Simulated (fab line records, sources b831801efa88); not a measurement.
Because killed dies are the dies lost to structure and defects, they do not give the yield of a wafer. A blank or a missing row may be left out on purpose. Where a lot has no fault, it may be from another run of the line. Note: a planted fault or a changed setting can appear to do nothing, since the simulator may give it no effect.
fab line records | flow sky130 | part 1 of 2: steps 1 to 27 of 36
[record] lots = 5 | wafers = 15 | lastDay = 49
route steps=708 shown METAL1@454 VIA1@458 METAL2@483
lots untouched by any fault: they come from a run of this same line in which no faults occurred
startH: start of the lot's first displayed wafer, in hours after the record's first day | waitH: hours elapsed since this lot's preceding step | " the same as in the row above | L1.1+2: several wafers, shown together as one row | - either no value or no given start | * or withheld: withheld | < > ~ a bound
route shown NAME@n: NAME is a module with steps in the file, n the number in the route of the first one | usual: mean/standard deviation taken from wafers without a fault | same: alike in all rows | chamber/n: place in a boat | sites: each site's reading | _std_site: how widely they spread, as a standard deviation | _edge_site: inner sites' mean taken away from outer sites' mean | radiusMm: how far each site lies from the wafer's centre | mask NAME#n: copy n | behind: the last tool/chamber to shape the wafer | hold: what put the lot on hold/how long, in hours/how the hold closed | device: the n, p or np transistor that did not switch | end of line: tests of these same wafers at the route's end | for a step that has no rows: nothing shown but its recipe | killed: the dies lost at the first sort to structure and to defects; this is not the yield of the wafer | map: per-die view of a wafer (x killed, . not killed, _ where there is no die)
set.NAME: the setting the step ran with; set.NAME@STEP: the setting that earlier step ran with | model.NAME: the simulator's own value behind a step, which no gauge read
certain route steps with their lots: each step a table, each wafer a row
services: a tool's chamber out of use, with start hour (startH, from the record's first day; less than 0 if before it), hours out, and reason
[[steps]]
[step SKY_METAL1_STRIP_20]
[recipe] chemistry = O2/N2 | powerW = 1400 | pressureMtorr = 1500 | platenTempC = withheld | o2FlowSccm = 3000 | n2FlowSccm = 300 | overashFraction = 0.5
[usual] drypumpMotorCurrentA = 5.4/0.44 | oesProductAu = 0.344/0.0055 | stripTimeToEndpointS = 2.71/0.059
lot.wafer | tool           | chamber | startH | waitH | drypumpMotorCurrentA | oesProductAu | rfHoursCounterH | stripTimeToEndpointS
L077.1    | plasmaAsher-03 | 1       | 801.28 | 0.1   | 5.0                  | 0.343        | 5               | 2.77
L077.4    | "              | 1       | "      | "     | 5.0                  | 0.343        | -               | 2.71
L077.6    | "              | 0       | "      | "     | 6.0                  | 0.338        | -               | 2.70
L078.2    | plasmaAsher-04 | 0       | 803.05 | 0.1   | 5.6                  | 0.342        | 64              | 2.70
L078.4    | "              | 0       | "      | "     | 5.7                  | 0.334        | -               | 2.68
L078.6    | "              | 1       | "      | "     | 5.1                  | 0.342        | -               | 2.72
L081.1    | plasmaAsher-01 | 0       | 820.29 | 0.1   | 4.9                  | 0.345        | 38              | 2.68
L081.2    | "              | 1       | "      | "     | 5.8                  | 0.346        | 38              | 2.81
L081.5    | "              | 1       | "      | "     | 5.8                  | 0.344        | -               | 2.68
L083.1    | plasmaAsher-01 | 1       | 844.45 | 0.1   | 5.8                  | 0.342        | 41              | 2.63
L083.2    | "              | 0       | "      | "     | 4.9                  | 0.345        | 41              | 2.73
L083.5    | "              | 1       | "      | "     | 5.8                  | 0.343        | -               | 2.70
L087.3    | plasmaAsher-03 | 1       | 894.97 | 0.1   | 4.9                  | 0.348        | -               | 2.69
L087.5    | "              | 0       | "      | "     | 6.0                  | 0.340        | -               | 2.66
L087.6    | "              | 1       | "      | "     | 5.0                  | 0.332        | -               | 2.69
[step SKY_METAL1_STRIP_21]
[recipe] chemistry = postEtchResidueRemover | timeS = 1200 | tempC = 72.5
[usual] bathGuardTempC = 72.55/0.29
[same] timeS = 1200
lot.wafer | tool        | chamber | startH | waitH | bathGuardTempC
L077.1    | wetBench-04 | 0       | 801.38 | 0.1   | 72.14
L077.4    | "           | 0       | "      | "     | 72.26
L077.6    | "           | 0       | "      | "     | 72.34
L078.2    | wetBench-04 | 3       | 803.15 | 0.1   | 72.51
L078.4    | "           | 3       | "      | "     | 72.54
L078.6    | "           | 3       | "      | "     | 72.77
L081.1    | wetBench-01 | 1       | 820.39 | 0.1   | 72.64
L081.2    | "           | 1       | "      | "     | 72.52
L081.5    | "           | 1       | "      | "     | 72.84
L083.1    | wetBench-04 | 0       | 844.55 | 0.1   | 72.34
L083.2    | "           | 0       | "      | "     | 72.38
L083.5    | "           | 0       | "      | "     | 72.29
L087.3    | wetBench-02 | 0       | 895.03 | 0.0   | 72.54
L087.5    | "           | 0       | "      | "     | 72.43
L087.6    | "           | 0       | "      | "     | 72.72
[step SKY_METAL1_CLEAN_22]
[recipe] chemistry = IPA | timeS = 180 | tempC = 25
[same] timeS = 180
lot.wafer  | tool        | chamber | startH | waitH
L077.1+4+6 | wetBench-02 | 3       | 801.72 | 0.0
L078.2+4+6 | wetBench-01 | 1       | 803.49 | 0.0
L081.1+2+5 | wetBench-04 | 0       | 820.74 | 0.0
L083.1+2+5 | wetBench-02 | 2       | 844.89 | 0.0
L087.3+5+6 | wetBench-04 | 2       | 895.41 | 0.0
[step SKY_METAL1_CLEAN_23]
[recipe] chemistry = O3/DIW | dry = n2Spin
lot.wafer  | tool        | chamber | startH | waitH
L077.1+4+6 | wetBench-04 | 3       | 801.78 | 0.0
L078.2+4+6 | wetBench-04 | 2       | 803.55 | 0.0
L081.1+2+5 | wetBench-02 | 2       | 820.79 | 0.0
L083.1+2+5 | wetBench-01 | 0       | 844.95 | 0.0
L087.3+5+6 | wetBench-01 | 1       | 895.46 | 0.0
[step SKY_VIA1_HDPCVD_00]
[recipe] material = SiO2 | targetThkNm = 1030 | sigmaOpenFrac = 0.3 | timeS = 171.7 | tempC = 400 | sih4FlowSccm = 60 | pressureMtorr = 6
[same] timeS = 171.7
lot.wafer  | tool      | chamber | startH | waitH
L077.1+4+6 | hdpcvd-01 | 1,2,0   | 801.87 | 0.0
L078.2+4+6 | hdpcvd-01 | 2,2,0   | 803.64 | 0.0
L081.1+2+5 | hdpcvd-01 | 1,2,0   | 820.89 | 0.0
L083.1+2+5 | hdpcvd-01 | 2,0,1   | 845.04 | 0.0
L087.3+5+6 | hdpcvd-02 | 2,2,1   | 895.56 | 0.0
[step SKY_VIA1_THK_MEAS_01]
[recipe] reads = SiO2_of_VIA1_HDPCVD_00
[usual] VIA1_HDPCVD_THK = 1032/12
lot.wafer | tool         | chamber | startH | waitH | VIA1_HDPCVD_THK[nm]
L077.1    | filmMetro-01 | -       | 801.99 | 0.1   | 1044
L077.4    | "            | -       | "      | "     | 1012
L077.6    | "            | -       | "      | "     | 1028
L078.2    | filmMetro-04 | -       | 803.76 | 0.1   | 1014
L078.4    | "            | -       | "      | "     | 1015
L078.6    | "            | -       | "      | "     | 1023
L081.1    | filmMetro-02 | -       | 821.00 | 0.1   | 1048
L081.2    | "            | -       | "      | "     | 1025
L081.5    | "            | -       | "      | "     | 1026
L083.1    | filmMetro-04 | -       | 845.15 | 0.1   | 1005
L083.2    | "            | -       | "      | "     | 1013
L083.5    | "            | -       | "      | "     | 1044
L087.3    | filmMetro-02 | -       | 895.69 | 0.1   | 1042
L087.5    | "            | -       | "      | "     | 1044
L087.6    | "            | -       | "      | "     | 1045
[step SKY_VIA1_CMP_02]
[recipe] material = SiO2 | downForcePsi = 4 | platenRpm = 60 | padVelocityMS = 0.94248
[usual] motorCurrentA = 12.7/1.2
lot.wafer | tool   | chamber | startH | waitH | motorCurrentA
L077.1    | cmp-01 | 2       | 802.10 | 0.1   | 12.7
L077.4    | "      | 0       | "      | "     | 13.0
L077.6    | "      | 2       | "      | "     | 12.3
L078.4    | cmp-01 | 3       | 803.81 | 0.0   | 13.0
L078.2    | "      | 2       | "      | "     | 12.1
L078.6    | "      | 0       | "      | "     | 13.1
L081.2    | cmp-02 | 1       | 821.11 | 0.1   | 13.1
L081.1    | "      | 3       | "      | "     | 10.1
L081.5    | "      | 0       | "      | "     | 10.7
L083.2    | cmp-01 | 3       | 845.21 | 0.0   | 12.0
L083.1    | "      | 1       | "      | "     | 14.6
L083.5    | "      | 0       | "      | "     | 13.0
L087.3    | cmp-01 | 1       | 895.83 | 0.1   | 13.8
L087.5    | "      | 3       | "      | "     | 12.2
L087.6    | "      | 0       | "      | "     | 13.1
[step SKY_VIA1_BOW_MEAS_03]
[recipe] mode = bow
[usual] VIA1_BOW = 81/7.5
lot.wafer | tool         | chamber | startH | waitH | VIA1_BOW[um]
L077.1    | filmMetro-04 | -       | 802.35 | 0.2   | 87
L077.4    | "            | -       | "      | "     | 92
L077.6    | "            | -       | "      | "     | 77
L078.2    | filmMetro-01 | -       | 804.13 | 0.1   | 84
L078.4    | "            | -       | "      | "     | 76
L078.6    | "            | -       | "      | "     | 83
L081.1    | filmMetro-02 | -       | 821.36 | 0.1   | 87
L081.2    | "            | -       | "      | "     | 92
L081.5    | "            | -       | "      | "     | 88
L083.1    | filmMetro-02 | -       | 845.51 | 0.1   | 76
L083.2    | "            | -       | "      | "     | 80
L083.5    | "            | -       | "      | "     | 73
L087.3    | filmMetro-04 | -       | 896.07 | 0.2   | 99
L087.5    | "            | -       | "      | "     | 89
L087.6    | "            | -       | "      | "     | 75
[step SKY_VIA1_DEHYDRATE_04]
[recipe] tempC = 200 | timeS = 60
[usual] chillPlateTempC = 23.02/0.1
[same] timeS = 60
lot.wafer | tool          | chamber | startH | waitH | chillPlateTempC
L077.1    | lithoTrack-03 | 0       | 814.52 | 12.2  | 23.12
L077.4    | "             | 0       | "      | "     | 22.91
L077.6    | "             | 0       | "      | "     | 23.02
L078.2    | lithoTrack-02 | 0       | 816.32 | 12.2  | 23.16
L078.4    | "             | 0       | "      | "     | 23.08
L078.6    | "             | 0       | "      | "     | 23.08
L081.1    | lithoTrack-02 | 0       | 833.74 | 12.4  | 23.01
L081.2    | "             | 0       | "      | "     | 22.94
L081.5    | "             | 0       | "      | "     | 23.06
L083.1    | lithoTrack-02 | 0       | 858.09 | 12.6  | 22.92
L083.2    | "             | 0       | "      | "     | 22.81
L083.5    | "             | 0       | "      | "     | 22.88
L087.3    | lithoTrack-02 | 0       | 907.99 | 11.9  | 22.92
L087.5    | "             | 0       | "      | "     | 22.97
L087.6    | "             | 0       | "      | "     | 22.92
[step SKY_VIA1_HMDS_05]
[recipe] primeTimeS = 60 | primeTempC = 120
[usual] chillPlateTempC = 23.01/0.1
lot.wafer | tool          | chamber | startH | waitH | chillPlateTempC
L077.1    | lithoTrack-03 | 0       | 814.67 | 0.1   | 22.99
L077.4    | "             | 0       | "      | "     | 22.93
L077.6    | "             | 0       | "      | "     | 22.99
L078.2    | lithoTrack-02 | 0       | 816.47 | 0.1   | 23.20
L078.4    | "             | 0       | "      | "     | 23.21
L078.6    | "             | 0       | "      | "     | 23.16
L081.1    | lithoTrack-02 | 0       | 833.89 | 0.1   | 22.89
L081.2    | "             | 0       | "      | "     | 22.87
L081.5    | "             | 0       | "      | "     | 22.98
L083.1    | lithoTrack-02 | 0       | 858.24 | 0.1   | 22.82
L083.2    | "             | 0       | "      | "     | 22.90
L083.5    | "             | 0       | "      | "     | 22.91
L087.3    | lithoTrack-02 | 0       | 908.14 | 0.1   | 22.96
L087.5    | "             | 0       | "      | "     | 23.05
L087.6    | "             | 0       | "      | "     | 23.08
[step SKY_VIA1_COAT_06]
[recipe] resist = BARC | tempC = withheld | timeS = withheld | spinRpm = 3000 | resistThkNm = 60
[usual] chillPlateTempC = *
lot.wafer | tool          | chamber | startH | waitH | chillPlateTempC
L077.1    | lithoTrack-03 | 0       | 814.82 | 0.1   | *
L077.4    | "             | 0       | "      | "     | *
L077.6    | "             | 0       | "      | "     | *
L078.2    | lithoTrack-02 | 0       | 816.62 | 0.1   | *
L078.4    | "             | 0       | "      | "     | *
L078.6    | "             | 0       | "      | "     | *
L081.1    | lithoTrack-02 | 0       | 834.04 | 0.1   | *
L081.2    | "             | 0       | "      | "     | *
L081.5    | "             | 0       | "      | "     | *
L083.1    | lithoTrack-02 | 0       | 858.39 | 0.1   | *
L083.2    | "             | 0       | "      | "     | *
L083.5    | "             | 0       | "      | "     | *
L087.3    | lithoTrack-02 | 0       | 908.29 | 0.1   | *
L087.5    | "             | 0       | "      | "     | *
L087.6    | "             | 0       | "      | "     | *
[step SKY_VIA1_COAT_07]
[recipe] resist = KrF-thick | spinRpm = 3000 | resistThkNm = 450
[usual] chillPlateTempC = 23.01/0.1
lot.wafer | tool          | chamber | startH | waitH | chillPlateTempC
L077.1    | lithoTrack-03 | 0       | -      | -     | 22.90
L077.4    | "             | 0       | "      | "     | 22.96
L077.6    | "             | 0       | "      | "     | 23.00
L078.2    | lithoTrack-02 | 0       | -      | -     | 22.92
L078.4    | "             | 0       | "      | "     | 22.91
L078.6    | "             | 0       | "      | "     | 23.03
L081.1    | lithoTrack-02 | 0       | -      | -     | 22.92
L081.2    | "             | 0       | "      | "     | 23.06
L081.5    | "             | 0       | "      | "     | 23.01
L083.1    | lithoTrack-02 | 0       | -      | -     | 23.17
L083.2    | "             | 0       | "      | "     | 23.10
L083.5    | "             | 0       | "      | "     | 23.21
L087.3    | lithoTrack-02 | 0       | -      | -     | 22.97
L087.5    | "             | 0       | "      | "     | 22.82
L087.6    | "             | 0       | "      | "     | 23.06
[step SKY_VIA1_SOFTBAKE_08]
[recipe] tempC = 100 | timeS = 90 | resist = KrF-thick
[usual] chillPlateTempC = 22.99/0.094
[same] timeS = 90
lot.wafer | tool          | chamber | startH | waitH | chillPlateTempC
L077.1    | lithoTrack-03 | 0       | -      | -     | 22.81
L077.4    | "             | 0       | "      | "     | 23.00
L077.6    | "             | 0       | "      | "     | 22.90
L078.2    | lithoTrack-02 | 0       | -      | -     | 22.95
L078.4    | "             | 0       | "      | "     | 22.94
L078.6    | "             | 0       | "      | "     | 23.01
L081.1    | lithoTrack-02 | 0       | -      | -     | 23.08
L081.2    | "             | 0       | "      | "     | 23.10
L081.5    | "             | 0       | "      | "     | 22.88
L083.1    | lithoTrack-02 | 0       | -      | -     | 23.10
L083.2    | "             | 0       | "      | "     | 23.00
L083.5    | "             | 0       | "      | "     | 23.02
L087.3    | lithoTrack-02 | 0       | -      | -     | 22.97
L087.5    | "             | 0       | "      | "     | 23.14
L087.6    | "             | 0       | "      | "     | 23.03
[step SKY_VIA1_EXPOSE_09]
[recipe] maskId = VIM | na = 0.8 | sourceShape = annular | sigmaInner = 0.55 | sigmaOuter = 0.85 | targetCdNm = 150 | doseMj = 38
lot.wafer  | tool          | chamber | startH | waitH | mask
L077.1+4+6 | krfScanner-01 | 0       | -      | -     | VIM#0
L078.2+4+6 | krfScanner-02 | 0       | -      | -     | VIM#0
L081.1+2+5 | krfScanner-01 | 0       | -      | -     | VIM#0
L083.1+2+5 | krfScanner-02 | 0       | -      | -     | VIM#0
L087.3+5+6 | krfScanner-02 | 0       | -      | -     | VIM#0
[step SKY_VIA1_PEB_10]
[recipe] pebTempC = withheld | pebTimeS = withheld | resist = KrF-thick
[usual] chillPlateTempC = *
lot.wafer | tool          | chamber | startH | waitH | chillPlateTempC
L077.1    | lithoTrack-04 | 0       | -      | -     | *
L077.4    | "             | 0       | "      | "     | *
L077.6    | "             | 0       | "      | "     | *
L078.2    | lithoTrack-02 | 0       | -      | -     | *
L078.4    | "             | 0       | "      | "     | *
L078.6    | "             | 0       | "      | "     | *
L081.1    | lithoTrack-03 | 0       | -      | -     | *
L081.2    | "             | 0       | "      | "     | *
L081.5    | "             | 0       | "      | "     | *
L083.1    | lithoTrack-04 | 0       | -      | -     | *
L083.2    | "             | 0       | "      | "     | *
L083.5    | "             | 0       | "      | "     | *
L087.3    | lithoTrack-03 | 0       | -      | -     | *
L087.5    | "             | 0       | "      | "     | *
L087.6    | "             | 0       | "      | "     | *
[step SKY_VIA1_DEVELOP_11]
[recipe] developTimeS = 60 | resist = KrF-thick | devTempC = 21
[usual] chillPlateTempC = 22.98/0.11 | developerTempC = 21.03/0.098
lot.wafer | tool          | chamber | startH | waitH | chillPlateTempC | developerTempC
L077.1    | lithoTrack-04 | 0       | -      | -     | 22.83           | 21.15
L077.4    | "             | 0       | "      | "     | 22.94           | 21.12
L077.6    | "             | 0       | "      | "     | 22.99           | 21.03
L078.2    | lithoTrack-02 | 0       | -      | -     | 22.83           | 21.00
L078.4    | "             | 0       | "      | "     | 22.81           | 21.16
L078.6    | "             | 0       | "      | "     | 22.86           | 21.02
L081.1    | lithoTrack-03 | 0       | -      | -     | 22.91           | 20.87
L081.2    | "             | 0       | "      | "     | 22.92           | 20.87
L081.5    | "             | 0       | "      | "     | 23.11           | 20.82
L083.1    | lithoTrack-04 | 0       | -      | -     | 22.79           | 21.21
L083.2    | "             | 0       | "      | "     | 22.89           | 21.19
L083.5    | "             | 0       | "      | "     | 22.87           | 21.26
L087.3    | lithoTrack-03 | 0       | -      | -     | 22.98           | 21.08
L087.5    | "             | 0       | "      | "     | 22.91           | 21.14
L087.6    | "             | 0       | "      | "     | 22.90           | 20.99
[step SKY_VIA1_CD_MEAS_12]
[recipe] targetCdNm = 150
[usual] cdNm = 150.2/1.6
lot.wafer | tool     | chamber | startH | waitH | cdNm
L077.1    | cdSem-02 | -       | 828.55 | -     | 147.2
L077.4    | "        | -       | "      | "     | 148.8
L077.6    | "        | -       | "      | "     | 147.6
L078.2    | cdSem-02 | -       | 830.56 | -     | 150.5
L078.4    | "        | -       | "      | "     | 152.1
L078.6    | "        | -       | "      | "     | 152.3
L081.1    | cdSem-02 | -       | 847.52 | -     | 152.7
L081.2    | "        | -       | "      | "     | 151.7
L081.5    | "        | -       | "      | "     | 150.8
L083.1    | cdSem-02 | -       | 871.05 | -     | 149.5
L083.2    | "        | -       | "      | "     | 147.7
L083.5    | "        | -       | "      | "     | 151.3
L087.3    | cdSem-02 | -       | 921.41 | -     | 146.1
L087.5    | "        | -       | "      | "     | 148.1
L087.6    | "        | -       | "      | "     | 148.9
[step SKY_VIA1_OVL_MEAS_13]
[usual] VIA1_OVL = 0/6.7
lot.wafer | tool       | chamber | startH | waitH | VIA1_OVL[nm]
L077.1    | overlay-02 | -       | 828.67 | 0.1   | 5
L077.4    | "          | -       | "      | "     | 1
L077.6    | "          | -       | "      | "     | 6
L078.2    | overlay-01 | -       | 830.67 | 0.1   | 6
L078.4    | "          | -       | "      | "     | 2
L078.6    | "          | -       | "      | "     | 4
L081.1    | overlay-02 | -       | 847.64 | 0.1   | -4
L081.2    | "          | -       | "      | "     | -5
L081.5    | "          | -       | "      | "     | -4
L083.1    | overlay-01 | -       | 871.17 | 0.1   | 1
L083.2    | "          | -       | "      | "     | 3
L083.5    | "          | -       | "      | "     | 2
L087.3    | overlay-02 | -       | 921.50 | 0.1   | 12
L087.5    | "          | -       | "      | "     | 10
L087.6    | "          | -       | "      | "     | 10
[step SKY_VIA1_ETCH_14]
[recipe] chemistry = N2/H2 | target = BARC | ionEnergyEv = 200 | sourceW = 500 | biasW = 100 | pressureMtorr = 30 | n2FlowSccm = 100 | h2FlowSccm = 200 | stopOn = SiO2 | timeS = 45.9 | targetDepthA = 600
[usual] drypumpMotorCurrentA = 5.3/0.37 | oesProductAu = 0.854/0.0043 | throttleValvePct = 13.223/0.0094
[same] timeS = 45.9
lot.wafer | tool       | chamber | startH | waitH | drypumpMotorCurrentA | oesProductAu | rfHoursCounterH | throttleValvePct
L077.1    | rieDiel-02 | 2       | 828.71 | 0.0   | 5.1                  | 0.854        | 19              | 13.228
L077.4    | "          | 1       | "      | "     | 5.2                  | 0.854        | 15              | 13.244
L077.6    | "          | 0       | "      | "     | 5.0                  | 0.858        | -               | 13.230
L078.2    | rieDiel-03 | 2       | 830.70 | 0.0   | 5.4                  | 0.856        | 15              | 13.211
L078.4    | "          | 1       | "      | "     | 4.6                  | 0.861        | -               | 13.222
L078.6    | "          | 3       | "      | "     | 5.9                  | 0.854        | -               | 13.230
L081.1    | rieDiel-01 | 3       | 847.67 | 0.0   | 5.8                  | 0.855        | 6               | 13.217
L081.2    | "          | 1       | "      | "     | 5.3                  | 0.854        | 4               | 13.243
L081.5    | "          | 0       | "      | "     | 5.8                  | 0.858        | -               | 13.239
L083.1    | rieDiel-02 | 2       | 871.21 | 0.0   | 5.0                  | 0.850        | 20              | 13.223
L083.2    | "          | 1       | "      | "     | 5.2                  | 0.854        | 16              | 13.237
L083.5    | "          | 1       | "      | "     | 5.2                  | 0.853        | -               | 13.225
L087.3    | rieDiel-03 | 3       | 921.52 | 0.0   | 5.8                  | 0.853        | 8               | 13.232
L087.5    | "          | 3       | "      | "     | 5.8                  | 0.851        | -               | 13.234
L087.6    | "          | 0       | "      | "     | 5.5                  | 0.850        | -               | 13.226
[step SKY_VIA1_ETCH_15]
[recipe] target = SiO2 | chemistry = C4F8/O2/Ar | targetDepthNm = 351 | stopOn = TiN | maskMaterial = KrF-thick | sourceW = 1500 | biasW = 1200 | pressureMtorr = 40 | c4f8FlowSccm = withheld | O2_flow_sccm = 6 | Ar_flow_sccm = 300 | timeS = 54
[usual] oesProductAu = 0.981/0.0066
[same] timeS = 54
lot.wafer | tool       | chamber | startH | waitH | oesProductAu | rfHoursCounterH
L077.1    | rieDiel-02 | 2       | 828.75 | 0.0   | 0.979        | 19
L077.4    | "          | 1       | "      | "     | 0.983        | 15
L077.6    | "          | 0       | "      | "     | 0.974        | -
L078.2    | rieDiel-03 | 2       | 830.74 | 0.0   | 0.985        | 15
L078.4    | "          | 1       | "      | "     | 0.979        | -
L078.6    | "          | 3       | "      | "     | 0.965        | -
L081.1    | rieDiel-01 | 3       | 847.72 | 0.0   | 0.980        | 6
L081.2    | "          | 1       | "      | "     | 0.982        | 4
L081.5    | "          | 0       | "      | "     | 0.979        | -
L083.1    | rieDiel-02 | 2       | 871.25 | 0.0   | 0.975        | 20
L083.2    | "          | 1       | "      | "     | 0.968        | 16
L083.5    | "          | 1       | "      | "     | 0.975        | -
L087.3    | rieDiel-03 | 3       | 921.57 | 0.0   | 0.972        | 8
L087.5    | "          | 3       | "      | "     | 0.984        | -
L087.6    | "          | 0       | "      | "     | 0.989        | -
[step SKY_VIA1_STRIP_16]
[recipe] chemistry = O2/N2 | powerW = 1400 | pressureMtorr = 1500 | platenTempC = withheld | o2FlowSccm = 3000 | n2FlowSccm = 300 | overashFraction = 0.5
[usual] drypumpMotorCurrentA = 5.5/0.45 | oesProductAu = 0.416/0.0048 | stripTimeToEndpointS = 4.457/0.026
lot.wafer | tool           | chamber | startH | waitH | drypumpMotorCurrentA | oesProductAu | rfHoursCounterH | stripTimeToEndpointS
L077.1    | plasmaAsher-03 | 0       | 828.80 | 0.0   | 6.0                  | 0.413        | 8               | 4.479
L077.4    | "              | 1       | "      | "     | 5.0                  | 0.419        | -               | 4.462
L077.6    | "              | 1       | "      | "     | 5.0                  | 0.417        | -               | 4.478
L078.2    | plasmaAsher-03 | 0       | 830.79 | 0.0   | 6.0                  | 0.411        | 8               | 4.456
L078.4    | "              | 1       | "      | "     | 5.0                  | 0.412        | -               | 4.471
L078.6    | "              | 0       | "      | "     | 6.0                  | 0.413        | -               | 4.455
L081.1    | plasmaAsher-01 | 1       | 847.76 | 0.0   | 5.8                  | 0.408        | 42              | 4.416
L081.2    | "              | 0       | "      | "     | 4.9                  | 0.420        | 42              | 4.483
L081.5    | "              | 1       | "      | "     | 5.8                  | 0.418        | -               | 4.465
L083.1    | plasmaAsher-02 | 1       | 871.30 | 0.0   | 5.4                  | 0.410        | 104             | 4.504
L083.2    | "              | 0       | "      | "     | 6.0                  | 0.414        | 104             | 4.491
L083.5    | "              | 1       | "      | "     | 5.4                  | 0.421        | -               | 4.502
L087.3    | plasmaAsher-02 | 0       | 921.65 | 0.1   | 6.0                  | 0.426        | -               | 4.503
L087.5    | "              | 0       | "      | "     | 6.0                  | 0.415        | -               | 4.470
L087.6    | "              | 1       | "      | "     | 5.4                  | 0.416        | -               | 4.417
[step SKY_VIA1_STRIP_17]
[recipe] chemistry = postEtchResidueRemover | timeS = 1200 | tempC = 72.5
[usual] bathGuardTempC = 72.2/0.46
[same] timeS = 1200
lot.wafer | tool        | chamber | startH | waitH | bathGuardTempC
L077.1    | wetBench-01 | 1       | 828.90 | 0.1   | 72.5
L077.4    | "           | 1       | "      | "     | 72.8
L077.6    | "           | 1       | "      | "     | 72.4
L078.2    | wetBench-04 | 0       | 830.89 | 0.1   | 72.3
L078.4    | "           | 0       | "      | "     | 72.0
L078.6    | "           | 0       | "      | "     | 72.0
L081.1    | wetBench-01 | 3       | 847.86 | 0.1   | 73.0
L081.2    | "           | 3       | "      | "     | 72.4
L081.5    | "           | 3       | "      | "     | 72.5
L083.1    | wetBench-03 | 2       | 871.40 | 0.1   | 71.5
L083.2    | "           | 2       | "      | "     | 71.6
L083.5    | "           | 2       | "      | "     | 71.6
L087.3    | wetBench-03 | 1       | 921.71 | 0.0   | 72.6
L087.5    | "           | 1       | "      | "     | 72.4
L087.6    | "           | 1       | "      | "     | 72.7
[step SKY_VIA1_CLEAN_18]
[recipe] chemistry = IPA | timeS = 180 | tempC = 25
[same] timeS = 180
lot.wafer  | tool        | chamber | startH | waitH
L077.1+4+6 | wetBench-03 | 0       | 829.24 | 0.0
L078.2+4+6 | wetBench-01 | 3       | 831.23 | 0.0
L081.1+2+5 | wetBench-04 | 2       | 848.23 | 0.0
L083.1+2+5 | wetBench-04 | 2       | 871.74 | 0.0
L087.3+5+6 | wetBench-01 | 1       | 922.05 | 0.0
[step SKY_VIA1_CLEAN_19]
[recipe] chemistry = O3/DIW | dry = n2Spin
lot.wafer  | tool        | chamber | startH | waitH
L077.1+4+6 | wetBench-04 | 1       | 829.30 | 0.0
L078.2+4+6 | wetBench-03 | 1       | 831.29 | 0.0
L081.1+2+5 | wetBench-03 | 3       | 848.30 | 0.0
L083.1+2+5 | wetBench-01 | 3       | 871.80 | 0.0
L087.3+5+6 | wetBench-03 | 3       | 922.12 | 0.0
[step SKY_VIA1_SPUTTER_20]
[recipe] material = TiN | targetThkNm = 20 | chamberPressurePa = 5 | powerW = 4000 | timeS = 80
[usual] throttleValvePct = 30.0/1.1
[same] timeS = 80
lot.wafer | tool          | chamber | startH | waitH | throttleValvePct
L077.1    | pvdSputter-03 | -       | 829.39 | 0.0   | 29.8
L077.4    | "             | -       | "      | "     | 31.9
L077.6    | "             | -       | "      | "     | 29.5
L078.2    | pvdSputter-03 | -       | 831.38 | 0.0   | 30.2
L078.4    | "             | -       | "      | "     | 31.7
L078.6    | "             | -       | "      | "     | 28.6
L081.1    | pvdSputter-02 | -       | 848.40 | 0.0   | 29.6
L081.2    | "             | -       | "      | "     | 31.7
L081.5    | "             | -       | "      | "     | 31.0
L083.1    | pvdSputter-01 | -       | 871.90 | 0.0   | 29.3
L083.2    | "             | -       | "      | "     | 31.3
L083.5    | "             | -       | "      | "     | 29.0
L087.3    | pvdSputter-02 | -       | 922.21 | 0.0   | 30.8
L087.5    | "             | -       | "      | "     | 29.6
L087.6    | "             | -       | "      | "     | 30.8
[step SKY_VIA1_CVD_21]
[recipe] material = W | targetThkNm = 270 | timeS = 80.902 | tempC = 400 | pressureTorr = 40
[usual] heaterPowerW = 834/61
[same] timeS = 80.902
lot.wafer | tool    | chamber | startH | waitH | heaterPowerW
L077.1    | cvdW-01 | 1       | 829.45 | 0.0   | 910
L077.4    | "       | 1       | "      | "     | 909
L077.6    | "       | 1       | "      | "     | 934
L078.2    | cvdW-01 | 0       | 831.44 | 0.0   | 823
L078.4    | "       | 0       | "      | "     | 838
L078.6    | "       | 0       | "      | "     | 861
L081.1    | cvdW-01 | 0       | 848.46 | 0.0   | 838
L081.2    | "       | 1       | "      | "     | 925
L081.5    | "       | 0       | "      | "     | 858
L083.1    | cvdW-02 | 0       | 871.96 | 0.0   | 822
L083.2    | "       | 1       | "      | "     | 794
L083.5    | "       | 1       | "      | "     | 783
L087.3    | cvdW-02 | 1       | 922.33 | 0.1   | 786
L087.5    | "       | 1       | "      | "     | 809
L087.6    | "       | 1       | "      | "     | 834
[step SKY_VIA1_RS_MEAS_22]
[recipe] thkMeasGauge = four-point-probe | reads = W_of_VIA1_CVD_21+TiN_of_VIA1_SPUTTER_20
[usual] VIA1_W_RS = 0.425/0.0057
lot.wafer | tool         | chamber | startH | waitH | VIA1_W_RS[ohm/sq]
L077.1    | filmMetro-01 | -       | 829.54 | 0.1   | 0.420
L077.4    | "            | -       | "      | "     | 0.418
L077.6    | "            | -       | "      | "     | 0.418
L078.2    | filmMetro-04 | -       | 831.55 | 0.1   | 0.419
L078.4    | "            | -       | "      | "     | 0.420
L078.6    | "            | -       | "      | "     | 0.421
L081.1    | filmMetro-04 | -       | 848.55 | 0.1   | 0.418
L081.2    | "            | -       | "      | "     | 0.417
L081.5    | "            | -       | "      | "     | 0.423
L083.1    | filmMetro-04 | -       | 872.05 | 0.1   | 0.431
L083.2    | "            | -       | "      | "     | 0.424
L083.5    | "            | -       | "      | "     | 0.425
L087.3    | filmMetro-01 | -       | 922.50 | 0.1   | 0.426
L087.5    | "            | -       | "      | "     | 0.429
L087.6    | "            | -       | "      | "     | 0.430
